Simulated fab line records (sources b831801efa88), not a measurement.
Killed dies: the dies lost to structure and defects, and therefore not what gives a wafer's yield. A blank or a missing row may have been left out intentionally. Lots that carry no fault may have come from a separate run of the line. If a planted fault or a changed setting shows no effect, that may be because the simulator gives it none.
Matching of chambers :: flow sky130 :: SKY_CONTACT_CMP_27 on cmp-01 has 4 sister chambers
The step polishes, stops on SiO2, t overpolish 15 s, target thk 0 nm. 8 wafers are shown with their chamber, then 9 later ones without.

## WAFERS PAIRED WITH THEIR CHAMBERS
wafer: L287.1
chamber: 3
motor-current-A (A): 10.7
time-to-endpoint-s (s): 83.4

wafer: L287.3
chamber: 0
motor-current-A (A): 9.7
time-to-endpoint-s (s): 82.6

wafer: L287.4
chamber: 1
motor-current-A (A): 10.3
time-to-endpoint-s (s): 82.3

wafer: L288.1
chamber: 1
motor-current-A (A): 10.6
time-to-endpoint-s (s): 79.2

wafer: L288.2
chamber: 0
motor-current-A (A): 9.0
time-to-endpoint-s (s): 84.2

wafer: L288.3
chamber: 2
motor-current-A (A): 12.5
time-to-endpoint-s (s): 83.4

wafer: L290.1
chamber: 3
motor-current-A (A): 10.7
time-to-endpoint-s (s): 80.5

wafer: L290.5
chamber: 2
motor-current-A (A): 12.3
time-to-endpoint-s (s): 78.7

## WAFERS WITH NO CHAMBER GIVEN
wafer: L290.6
motor-current-A (A): 9.7
time-to-endpoint-s (s): 79.1

wafer: L292.4
motor-current-A (A): 10.4
time-to-endpoint-s (s): 83.6

wafer: L292.5
motor-current-A (A): 10.1
time-to-endpoint-s (s): 87.8

wafer: L292.6
motor-current-A (A): 10.1
time-to-endpoint-s (s): 86.2

wafer: L294.2
motor-current-A (A): 9.8
time-to-endpoint-s (s): 78.7

wafer: L294.3
motor-current-A (A): 10.2
time-to-endpoint-s (s): 79.7

wafer: L294.5
motor-current-A (A): 10.0
time-to-endpoint-s (s): 75.3

wafer: L297.1
motor-current-A (A): 9.6
time-to-endpoint-s (s): 83.9

wafer: L297.2
motor-current-A (A): 10.0
time-to-endpoint-s (s): 86.7

## WHICH CHAMBER EACH WENT THROUGH
wafer: L290.6
from the rows above: can't be placed: 0 or 1 or 3
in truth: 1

wafer: L292.4
from the rows above: can't be placed: 1 or 3
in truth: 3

wafer: L292.5
from the rows above: can't be placed: 0 or 1 or 3
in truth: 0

wafer: L292.6
from the rows above: can't be placed: 1 or 3 or 0
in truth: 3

wafer: L294.2
from the rows above: can't be placed: 1 or 0 or 3
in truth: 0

wafer: L294.3
from the rows above: can't be placed: 1 or 3
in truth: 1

wafer: L294.5
from the rows above: can't be placed: 1 or 3 or 0
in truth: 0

wafer: L297.1
from the rows above: 0
in truth: 0

wafer: L297.2
from the rows above: can't be placed: 0 or 1 or 3
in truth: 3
Placed correctly: 1 of 9. Not placeable from these rows: 8 (in 8, the candidates include the true chamber). Wrongly placed: 0.
How it was worked out, from the rows above alone: a wafer's distance from a chamber is the root of the sum, over the readings, of the square of ((its reading less the chamber's mean) divided by the reading's scatter). If the next closest chamber is less than 2 further off than the closest, the wafer can't be placed; otherwise it belongs to the closest. A chamber's mean is the mean of its shown wafers. The scatter is the square root of a quotient: the sum, over the shown wafers, of each reading's squared deviation from its chamber's mean, divided by wafers minus chambers.
